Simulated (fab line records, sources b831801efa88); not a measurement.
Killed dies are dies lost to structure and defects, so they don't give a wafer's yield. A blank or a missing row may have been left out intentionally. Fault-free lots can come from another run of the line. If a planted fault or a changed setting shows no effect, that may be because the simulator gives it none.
What tool caused it?	flow sky130	39 wafers from 13 lots sampled at 5 of the route's 708 steps

WHAT THE GAUGES SHOWED, per wafer
SKY_VT_ADJUST_NCORE_OVL_MEAS_08.
lot	measured	on	VT_ADJUST_NCORE_OVL (nm)
L926	day 9 13:26	overlay-02	-0.4 -2.5 -1.7
L927	day 9 13:50	overlay-02	-2.7 -3.7 -2.7
L928	day 9 13:59	overlay-01	-1.2 -2.0 -0.3
L930	day 9 17:57	overlay-02	-0.7 -1.6 -1.5
L929	day 9 19:02	overlay-01	1.7 -0.4 0.1
L936	day 11 13:26	overlay-02	-1.2 1.1 0.1
L942	day 13 16:08	overlay-02	-0.7 -0.7 -1.0
L943	day 13 16:26	overlay-02	-1.3 0.5 -2.2
L944	day 14 05:29	overlay-02	-0.5 -4.2 -0.6
L945	day 14 21:26	overlay-01	0.9 0.2 0.1
L946	day 15 19:29	overlay-01	-0.4 0.6 1.8
L947	day 16 07:44	overlay-02	-1.8 -0.5 -1.1
L948	day 16 09:08	overlay-01	-0.5 -1.3 1.2

SKY_VT_ADJUST_NCORE_TW_MEAS_11.
lot	measured	on	VT_ADJUST_NCORE_TW
L926	day 9 13:44	film-metro-01	220.8 220.2 219.6
L927	day 9 14:08	film-metro-02	223.4 221.9 222.8
L928	day 9 14:16	film-metro-01	219.7 220.1 220.3
L930	day 9 18:14	film-metro-01	220.9 221.5 221.3
L929	day 9 19:20	film-metro-03	218.4 218.1 217.9
L936	day 11 13:44	film-metro-02	222.0 223.8 223.5
L942	day 13 16:26	film-metro-02	223.2 223.6 223.6
L943	day 13 16:44	film-metro-02	222.3 223.6 223.7
L944	day 14 05:46	film-metro-01	221.1 222.9 221.2
L945	day 14 21:44	film-metro-01	220.6 220.8 220.9
L946	day 15 19:46	film-metro-03	219.4 220.0 219.5
L947	day 16 08:02	film-metro-01	221.1 220.4 219.3
L948	day 16 09:25	film-metro-01	221.0 220.6 220.8

SKY_SONOS_ONO_THK_MEAS_03.
lot	measured	on	SONOS_ONO_CVD_02_THK (nm)
L926	day 12 15:32	film-metro-01	10.50 10.47 10.38
L927	day 12 16:35	film-metro-03	10.29 10.36 10.16
L928	day 12 17:38	film-metro-02	10.54 10.51 10.53
L930	day 12 21:45	film-metro-03	10.59 10.52 10.61
L929	day 12 21:44	film-metro-02	10.35 10.41 10.32
L936	day 14 19:59	film-metro-01	9.75 9.80 9.86 9.78 9.83 9.85
L942	day 17 07:42	film-metro-01	10.47 10.58 10.52
L943	day 17 08:45	film-metro-03	10.65 10.69 10.61
L944	day 17 23:05	film-metro-03	10.89 10.63 10.47
L945	day 18 14:55	film-metro-02	10.54 10.63 10.60
L946	day 19 15:43	film-metro-01	10.48 10.50 10.49
L947	day 20 07:50	film-metro-02	10.60 10.43 10.47
L948	day 20 07:47	film-metro-02	10.61 10.61 10.52

SKY_GATE_OXIDE_TW_MEAS_14.
lot	measured	on	GATE_OXIDE_TW
L926	day 14 21:52	film-metro-04	222.1 224.2 222.0
L927	day 14 23:59	film-metro-01	225.8 225.7 225.1
L928	day 15 02:15	film-metro-03	225.3 223.8 224.6
L930	day 15 06:16	film-metro-04	223.3 222.2 221.4
L929	day 15 06:34	film-metro-03	223.7 224.7 223.8
L936	day 17 07:00	film-metro-01	226.9 226.6 226.7
L942	day 19 23:45	film-metro-04	223.1 223.0 223.5
L943	day 20 02:07	film-metro-01	226.4 225.3 224.8
L944	day 20 15:35	film-metro-04	223.6 223.3 223.7
L945	day 21 09:33	film-metro-04	221.5 222.8 222.1
L946	day 22 08:06	film-metro-01	225.2 226.3 224.7
L947	day 23 02:06	film-metro-01	226.2 226.7 226.4
L948	day 23 01:04	film-metro-01	224.9 225.9 225.5

EACH LOT AND THE TOOL THAT RAN IT (in order: tool; ch and the chambers of the sampled wafers; start)
lot	SKY_SONOS_ONO_CVD_02
L926	lpcvd-02 ch 1, day 12 14:29
L927	lpcvd-02 ch 0, day 12 15:32
L928	lpcvd-02 ch 1, day 12 16:35
L930	lpcvd-02 ch 0, day 12 20:41
L929	lpcvd-02 ch 1, day 12 20:41
L936	lpcvd-02 ch 0, day 14 18:56
L942	lpcvd-02 ch 1, day 17 06:38
L943	lpcvd-02 ch 1, day 17 07:41
L944	lpcvd-02 ch 1, day 17 22:02
L945	lpcvd-02 ch 1, day 18 13:52
L946	lpcvd-02 ch 0, day 19 14:40
L947	lpcvd-02 ch 0, day 20 06:44
L948	lpcvd-02 ch 1, day 20 06:44
- SKY_SONOS_ONO_CVD_02: deposits Si3N4 from DCS/NH3, target thk 10.5 nm, time 180 s.

WHAT THE TOOLS THEMSELVES READ (means of the sampled wafers that have a number; where no wafer has one, the mark that the record gives instead)
SKY_SONOS_ONO_CVD_02.
lot	tool	pressure-mtorr (mTorr)	zone-power-lower-pct (%)
L926	lpcvd-02	250.3	12.0
L927	lpcvd-02	249.8	15.1
L928	lpcvd-02	249.9	12.0
L930	lpcvd-02	249.8	15.0
L929	lpcvd-02	250.1	12.2
L936	lpcvd-02	200.4	14.9
L942	lpcvd-02	250.7	11.9
L943	lpcvd-02	249.9	12.1
L944	lpcvd-02	250.6	12.0
L945	lpcvd-02	249.8	12.2
L946	lpcvd-02	250.7	14.8
L947	lpcvd-02	250.1	15.1
L948	lpcvd-02	250.3	11.9

THE ANSWER, worked out from the rows above alone
Rule: usual is defined by the lots themselves. The widest of any qualifying gaps counts: lots, ordered by their means at a reading, are off when they make up no more than a third of the lots, leave a main group of 4 or more, and stand apart from it by 3 or more times the standard deviation of that group's means. A main group is skipped when, at the precision printed for the reading in the tables above, its means are all equal. A lot without any number at a reading at which 4 lots or more have one is off too. The other lots that the step has rows for count as sound. Order of review: gauges by route order, followed by the tools' own readings, for which a lot's mean as printed above is used. The first step at which some lot is off is used, and at that step the reading that is off furthest; a lot without a number counts as furthest.
Off: L936, at SKY_SONOS_ONO_THK_MEAS_03 (SONOS_ONO_CVD_02_THK). Main group: mean 10.51 nm, sd 0.11.
If a tool, at a process step before that reading, ran all the lots that are off and no sound lot after the first of them, it fits. The gauges at SKY_SONOS_ONO_THK_MEAS_03 aren't tried: what is off there is off at SKY_SONOS_ONO_CVD_02 too, on other tools, and a gauge's error can't cause that. Of those tried, none fits.

WHAT THE SIMULATOR PUT IN
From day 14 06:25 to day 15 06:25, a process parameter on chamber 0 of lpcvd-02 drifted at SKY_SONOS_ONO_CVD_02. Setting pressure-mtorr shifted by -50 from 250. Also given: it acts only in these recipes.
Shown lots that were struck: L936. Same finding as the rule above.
